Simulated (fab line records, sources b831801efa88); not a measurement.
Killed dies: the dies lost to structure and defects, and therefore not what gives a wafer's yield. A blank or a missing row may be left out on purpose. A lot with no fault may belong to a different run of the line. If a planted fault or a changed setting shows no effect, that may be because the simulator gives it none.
Chamber matching / flow sky130 / SKY_METAL3_ETCH_17 on rie_diel-01 has 4 sister chambers
The step etches SiO2 in C4F8/O2/Ar, stops on TiN, time 3.9 s, target depth 15 nm. 20 wafers are shown with their chamber, then 10 later ones without.

WAFERS, EACH WITH ITS CHAMBER
wafer=L079.1; chamber=3; oes_product_au (a.u.)=0.755
wafer=L079.3; chamber=2; oes_product_au (a.u.)=0.757
wafer=L079.6; chamber=3; oes_product_au (a.u.)=0.765
wafer=L081.1; chamber=2; oes_product_au (a.u.)=0.744
wafer=L081.4; chamber=3; oes_product_au (a.u.)=0.762
wafer=L081.5; chamber=3; oes_product_au (a.u.)=0.761
wafer=L084.1; chamber=1; oes_product_au (a.u.)=0.753
wafer=L084.3; chamber=2; oes_product_au (a.u.)=0.748
wafer=L084.5; chamber=1; oes_product_au (a.u.)=0.761
wafer=L087.3; chamber=2; oes_product_au (a.u.)=0.764
wafer=L087.4; chamber=3; oes_product_au (a.u.)=0.755
wafer=L087.6; chamber=2; oes_product_au (a.u.)=0.756
wafer=L089.4; chamber=3; oes_product_au (a.u.)=0.758
wafer=L089.5; chamber=1; oes_product_au (a.u.)=0.764
wafer=L089.6; chamber=2; oes_product_au (a.u.)=0.753
wafer=L090.1; chamber=2; oes_product_au (a.u.)=0.755
wafer=L090.2; chamber=1; oes_product_au (a.u.)=0.743
wafer=L090.3; chamber=3; oes_product_au (a.u.)=0.745
wafer=L092.3; chamber=0; oes_product_au (a.u.)=0.760
wafer=L092.4; chamber=3; oes_product_au (a.u.)=0.760

SIGNATURES (averages over the wafers above)
reading=oes_product_au; chamber 0=0.76000; chamber 1=0.75525; chamber 2=0.75386; chamber 3=0.75762; scatter within a chamber=0.00698
Rule: a wafer lies at a distance from a chamber equal to the root of the sum of squares, over the readings, of (its reading less the chamber's mean, divided by the reading's scatter). If the next closest chamber is less than 2 further off than the closest, the wafer can't be placed; otherwise it belongs to the closest. The scatter: the root of (the sum of the squares of (reading less its chamber's mean) over the shown wafers, divided by (wafers less chambers)).

WAFERS WITHOUT THEIR CHAMBER
wafer=L092.5; oes_product_au (a.u.)=0.761
wafer=L094.1; oes_product_au (a.u.)=0.753
wafer=L094.4; oes_product_au (a.u.)=0.758
wafer=L094.6; oes_product_au (a.u.)=0.761
wafer=L095.1; oes_product_au (a.u.)=0.763
wafer=L095.4; oes_product_au (a.u.)=0.759
wafer=L095.6; oes_product_au (a.u.)=0.765
wafer=L096.3; oes_product_au (a.u.)=0.739
wafer=L096.4; oes_product_au (a.u.)=0.756
wafer=L096.5; oes_product_au (a.u.)=0.744

THE CHAMBER EACH PASSED THROUGH
wafer=L092.5; from the rows above=can't be placed: 0 or 3 or 1 or 2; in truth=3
wafer=L094.1; from the rows above=can't be placed: 2 or 1 or 3 or 0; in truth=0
wafer=L094.4; from the rows above=can't be placed: 3 or 0 or 1 or 2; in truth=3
wafer=L094.6; from the rows above=can't be placed: 0 or 3 or 1 or 2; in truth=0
wafer=L095.1; from the rows above=can't be placed: 0 or 3 or 1 or 2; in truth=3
wafer=L095.4; from the rows above=can't be placed: 0 or 3 or 1 or 2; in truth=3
wafer=L095.6; from the rows above=can't be placed: 0 or 3 or 1 or 2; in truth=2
wafer=L096.3; from the rows above=can't be placed: 2 or 1 or 3 or 0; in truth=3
wafer=L096.4; from the rows above=can't be placed: 1 or 3 or 2 or 0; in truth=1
wafer=L096.5; from the rows above=can't be placed: 2 or 1 or 3 or 0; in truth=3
0 of 10 placed correctly. Cannot be placed on the basis of these rows: 10; the candidates contain the true chamber in 10. Placed wrongly: 0.
